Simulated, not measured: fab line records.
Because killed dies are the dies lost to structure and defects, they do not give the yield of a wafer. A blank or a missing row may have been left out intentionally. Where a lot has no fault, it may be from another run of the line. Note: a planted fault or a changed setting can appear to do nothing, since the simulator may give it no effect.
Which tool was responsible? / flow gf180mcu / 72 wafers from 24 lots sampled at 3 of the route's 602 steps

## WHAT THE GAUGES READ, wafer by wafer
GF_POLY_GATE_OVL_MEAS_11.
lot=L074; measured=day 9 07:55; on=overlay-02; POLY_GATE_OVL (nm)=4 8 6
lot=L075; measured=day 9 12:23; on=overlay-02; POLY_GATE_OVL (nm)=-4 -1 0
lot=L076; measured=day 9 18:44; on=overlay-01; POLY_GATE_OVL (nm)=0 7 2
lot=L077; measured=day 10 02:13; on=overlay-02; POLY_GATE_OVL (nm)=13 5 3
lot=L078; measured=day 10 08:11; on=overlay-02; POLY_GATE_OVL (nm)=-5 -1 -5
lot=L079; measured=day 10 17:47; on=overlay-02; POLY_GATE_OVL (nm)=-1 -5 -2
lot=L080; measured=day 10 21:47; on=overlay-01; POLY_GATE_OVL (nm)=-4 9 4
lot=L081; measured=day 11 05:17; on=overlay-01; POLY_GATE_OVL (nm)=6 10 1
lot=L082; measured=day 11 12:11; on=overlay-01; POLY_GATE_OVL (nm)=3 8 8
lot=L083; measured=day 11 23:59; on=overlay-02; POLY_GATE_OVL (nm)=3 2 -2
lot=L084; measured=day 12 06:46; on=overlay-02; POLY_GATE_OVL (nm)=2 4 6
lot=L085; measured=day 12 12:23; on=overlay-01; POLY_GATE_OVL (nm)=1 -3 -3
lot=L086; measured=day 12 17:42; on=overlay-02; POLY_GATE_OVL (nm)=-2 5 4
lot=L087; measured=day 13 01:19; on=overlay-02; POLY_GATE_OVL (nm)=-3 1 -6
lot=L088; measured=day 13 07:46; on=overlay-01; POLY_GATE_OVL (nm)=-4 -5 -2
lot=L089; measured=day 13 12:46; on=overlay-02; POLY_GATE_OVL (nm)=-6 -5 1
lot=L090; measured=day 13 18:56; on=overlay-01; POLY_GATE_OVL (nm)=-4 -1 1
lot=L091; measured=day 14 08:10; on=overlay-01; POLY_GATE_OVL (nm)=9 6 9
lot=L092; measured=day 14 10:44; on=overlay-01; POLY_GATE_OVL (nm)=2 7 7
lot=L093; measured=day 14 22:32; on=overlay-02; POLY_GATE_OVL (nm)=15 15 13
lot=L094; measured=day 15 02:58; on=overlay-02; POLY_GATE_OVL (nm)=3 6 0
lot=L095; measured=day 15 11:19; on=overlay-02; POLY_GATE_OVL (nm)=10 9 13
lot=L096; measured=day 15 17:34; on=overlay-01; POLY_GATE_OVL (nm)=-2 3 -3
lot=L097; measured=day 16 06:10; on=overlay-01; POLY_GATE_OVL (nm)=12 3 4

GF_POLY_GATE_THK_MEAS_17.
lot=L074; measured=day 9 10:36; on=filmMetro-03; POLY_GATE_OXIDATION_THK (nm)=4.07 4.12 4.11
lot=L075; measured=day 9 14:10; on=filmMetro-04; POLY_GATE_OXIDATION_THK (nm)=3.98 4.07 4.08
lot=L076; measured=day 9 21:03; on=filmMetro-04; POLY_GATE_OXIDATION_THK (nm)=3.92 3.83 3.97
lot=L077; measured=day 10 03:45; on=filmMetro-01; POLY_GATE_OXIDATION_THK (nm)=4.15 4.03 4.11
lot=L078; measured=day 10 10:46; on=filmMetro-04; POLY_GATE_OXIDATION_THK (nm)=3.88 3.91 3.96
lot=L079; measured=day 10 19:19; on=filmMetro-03; POLY_GATE_OXIDATION_THK (nm)=3.94 3.91 3.95
lot=L080; measured=day 10 23:19; on=filmMetro-03; POLY_GATE_OXIDATION_THK (nm)=3.89 3.83 3.88
lot=L081; measured=day 11 06:49; on=filmMetro-01; POLY_GATE_OXIDATION_THK (nm)=3.94 4.00 3.96
lot=L082; measured=day 11 14:33; on=filmMetro-01; POLY_GATE_OXIDATION_THK (nm)=3.94 3.95 3.96
lot=L083; measured=day 12 01:32; on=filmMetro-04; POLY_GATE_OXIDATION_THK (nm)=3.93 3.92 3.91
lot=L084; measured=day 12 08:19; on=filmMetro-01; POLY_GATE_OXIDATION_THK (nm)=4.14 4.15 4.09
lot=L085; measured=day 12 13:55; on=filmMetro-01; POLY_GATE_OXIDATION_THK (nm)=4.06 4.01 4.03
lot=L086; measured=day 12 19:18; on=filmMetro-01; POLY_GATE_OXIDATION_THK (nm)=3.94 3.90 3.97
lot=L087; measured=day 13 02:52; on=filmMetro-04; POLY_GATE_OXIDATION_THK (nm)=3.98 3.94 3.90
lot=L088; measured=day 13 09:46; on=filmMetro-04; POLY_GATE_OXIDATION_THK (nm)=4.00 4.03 4.04
lot=L089; measured=day 13 14:59; on=filmMetro-03; POLY_GATE_OXIDATION_THK (nm)=3.92 3.97 3.98
lot=L090; measured=day 13 22:28; on=filmMetro-04; POLY_GATE_OXIDATION_THK (nm)=3.97 3.98 3.94
lot=L091; measured=day 14 10:53; on=filmMetro-04; POLY_GATE_OXIDATION_THK (nm)=3.89 3.80 3.87
lot=L092; measured=day 14 13:35; on=filmMetro-01; POLY_GATE_OXIDATION_THK (nm)=4.02 4.10 4.03
lot=L093; measured=day 15 00:04; on=filmMetro-03; POLY_GATE_OXIDATION_THK (nm)=3.88 4.03 4.06
lot=L094; measured=day 15 04:31; on=filmMetro-04; POLY_GATE_OXIDATION_THK (nm)=3.93 4.05 4.08
lot=L095; measured=day 15 12:52; on=filmMetro-01; POLY_GATE_OXIDATION_THK (nm)=4.12 4.09 4.07
lot=L096; measured=day 15 19:17; on=filmMetro-04; POLY_GATE_OXIDATION_THK (nm)=4.09 4.09 4.00
lot=L097; measured=day 16 07:55; on=filmMetro-03; POLY_GATE_OXIDATION_THK (nm)=4.06 3.96 4.00

GF_HV_LDD_CD_MEAS_19 targets a cd of 400 nm.
lot=L074; measured=day 10 22:19; on=cdSem-02; cdNm (nm)=395.7 395.6 396.7
lot=L075; measured=day 11 03:02; on=cdSem-01; cdNm (nm)=397.8 397.3 397.8
lot=L076; measured=day 11 08:53; on=cdSem-01; cdNm (nm)=398.5 403.6 399.4
lot=L077; measured=day 11 16:20; on=cdSem-02; cdNm (nm)=397.5 396.4 396.6
lot=L078; measured=day 12 00:49; on=cdSem-02; cdNm (nm)=398.2 397.8 398.9
lot=L079; measured=day 12 09:10; on=cdSem-01; cdNm (nm)=396.5 395.5 396.0
lot=L080; measured=day 12 13:14; on=cdSem-02; cdNm (nm)=398.0 399.3 399.7
lot=L081; measured=day 12 21:24; on=cdSem-01; cdNm (nm)=398.9 399.4 399.9
lot=L082; measured=day 13 06:03; on=cdSem-02; cdNm (nm)=396.3 395.9 394.1
lot=L083; measured=day 13 17:33; on=cdSem-01; cdNm (nm)=400.5 402.6 400.9
lot=L084; measured=day 13 23:37; on=cdSem-01; cdNm (nm)=403.1 402.8 405.2
lot=L085; measured=day 14 06:43; on=cdSem-01; cdNm (nm)=397.8 399.6 399.8
lot=L086; measured=day 14 12:06; on=cdSem-01; cdNm (nm)=398.9 398.9 399.5
lot=L087; measured=day 14 19:29; on=cdSem-02; cdNm (nm)=403.3 402.6 403.1
lot=L088; measured=day 15 02:07; on=cdSem-01; cdNm (nm)=400.4 401.0 399.3
lot=L089; measured=day 15 09:18; on=cdSem-02; cdNm (nm)=397.3 397.6 397.2
lot=L090; measured=day 15 16:52; on=cdSem-02; cdNm (nm)=396.4 396.3 395.7
lot=L091; measured=day 16 06:15; on=cdSem-02; cdNm (nm)=404.3 405.3 401.1
lot=L092; measured=day 16 08:49; on=cdSem-01; cdNm (nm)=400.1 399.6 400.5
lot=L093; measured=day 16 20:42; on=cdSem-02; cdNm (nm)=400.4 399.4 399.6
lot=L094; measured=day 17 01:31; on=cdSem-01; cdNm (nm)=398.5 399.9 402.6
lot=L095; measured=day 17 09:37; on=cdSem-02; cdNm (nm)=401.5 401.0 401.4
lot=L096; measured=day 17 16:01; on=cdSem-01; cdNm (nm)=400.8 401.1 402.9
lot=L097; measured=day 18 05:28; on=cdSem-02; cdNm (nm)=399.4 397.1 398.3

## WHAT TOOL EACH LOT RAN ON (gives the tool, then ch and the chambers of the sampled wafers, and finally the start)
Before these readings, the record contains no process step.

## WHAT THE TOOLS THEMSELVES READ (means of the sampled wafers that have a number; where no wafer has one, the mark that the record gives instead)
The record holds no such reading with a usual standard deviation.

## THE ANSWER, worked out from the rows above alone
Rule: the usual values come from the lots themselves. Put in order of their means at a reading, lots are off if they are a third of the lots or fewer, leave a main group of 4 or more, and stand apart from it by a gap of 3 or more times the standard deviation of the main group's means; of several such gaps the widest counts. The tables above print the reading to a certain number of digits; a main group whose means all agree to those digits is not used. Also off: a lot with no number at a reading for which 4 or more lots have one. Where the step has rows for the other lots, those lots are counted as sound. Order of review: gauges by route order, followed by the tools' own readings, for which a lot's mean as printed above is used. At the first step where some lot is off, the reading lying furthest off is the one used; lots without a number count as furthest.
No lot is off on any of the readings shown, so nothing can be concluded from this.

## WHAT THE SIMULATOR HAD PUT IN
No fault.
